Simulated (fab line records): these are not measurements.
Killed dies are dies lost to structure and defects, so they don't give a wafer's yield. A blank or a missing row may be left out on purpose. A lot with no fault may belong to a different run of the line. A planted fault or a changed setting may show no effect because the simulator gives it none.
Struck lot and sound lot, side by side -- flow gf180mcu -- 14 steps out of a route of 602
Sound: these wafers, L639.2, L639.3, L639.6. Wafers L647.3, L647.4, L647.5 were the ones struck. The cause is named last.
Order at every step that has rows: each side's tool, ch and its chambers, its first start. Under that, the readings that differ: sound wafers -- struck wafers -- difference of the means -- sigmas: that difference in standard deviations of wafers without a fault.
alike: a reading whose means differ by less than 2 such deviations, as well as words and numbers matching on both sides. not compared: withheld readings; readings where some wafer has no value; bounds like >300 that might hide an equal value; numbers whose values overlap and for which the record gives no deviation.
Wherever a step has rows on one side only, a row that says differs or no value, or a row with sigmas, the two part there. Numbers that have no deviation but don't overlap get no sigmas and don't part them. Lack of a reading on every wafer of one side parts them only where that side has two or more wafers.

GF_V4_THK_MEAS_01:
  sound: film metro-01 at day 26 14:40; struck: film metro-01 at day 28 23:37
  alike: V4_CVD_00_THK
GF_V4_CVD_02: deposits SiO2 from TEOS, target thk 850 nm, time 94.851 s.
  sound on pecvd-02 ch 0,1,2, day 26 14:43; struck on pecvd-01 ch 0,1, day 28 23:39
  alike: heater power w
GF_V4_THK_MEAS_03:
  sound: film metro-01 at day 26 14:47; struck: film metro-01 at day 28 23:44
  alike: V4_CVD_02_THK
GF_V4_CMP_04: polishes SiO2.
  sound on cmp-01 ch 0,1,2, day 26 14:50; struck on cmp-02 ch 1,2, day 28 23:47
  alike: motor current A, time to endpoint s
GF_V4_BOW_MEAS_05:
  sound: film metro-02 at day 26 15:10; struck: film metro-03 at day 29 00:07
  alike: V4_BOW
then, 7 steps without rows for these wafers: GF_V4_DEHYDRATE_06 (time 60 s); GF_V4_HMDS_07 (prime time 60 s); GF_V4_COAT_08; GF_V4_COAT_09 (resist thk 1000 nm); GF_V4_SOFTBAKE_10 (time 60 s); GF_V4_EXPOSE_11 (exposes mask Via4, target cd 260 nm); GF_V4_PEB_12 (peb time 90 s).
GF_V4_DEVELOP_13: develop time 60 s.
  struck on litho track-02, day 29 18:48; sound on litho track-04 ch 0, day 27 11:46
  no value came back on the struck wafers for chill plate temp C (C), develop time s (s); on the sound wafers chill plate temp C (C) reads 23.03 23.07 22.99
reading,sound,struck,difference,sigmas
model.KrF_of_V4_COAT_09.thk nm (nm),986.1 984.6 985,1003 1006 1002,+18,
GF_V4_CD_MEAS_14 targets a cd of 260 nm.
  sound: cd sem-01 at day 27 11:54; struck: cd sem-01 at day 29 18:56
reading,sound,struck,difference,sigmas
cd nm (nm),260.5 259.7 260.0,- - -,no value on the struck wafers,

== WHERE THEY PART ==
At GF_V4_DEVELOP_13 first; at GF_V4_CD_MEAS_14 last (within this record only).

WHY: what the simulator had put in
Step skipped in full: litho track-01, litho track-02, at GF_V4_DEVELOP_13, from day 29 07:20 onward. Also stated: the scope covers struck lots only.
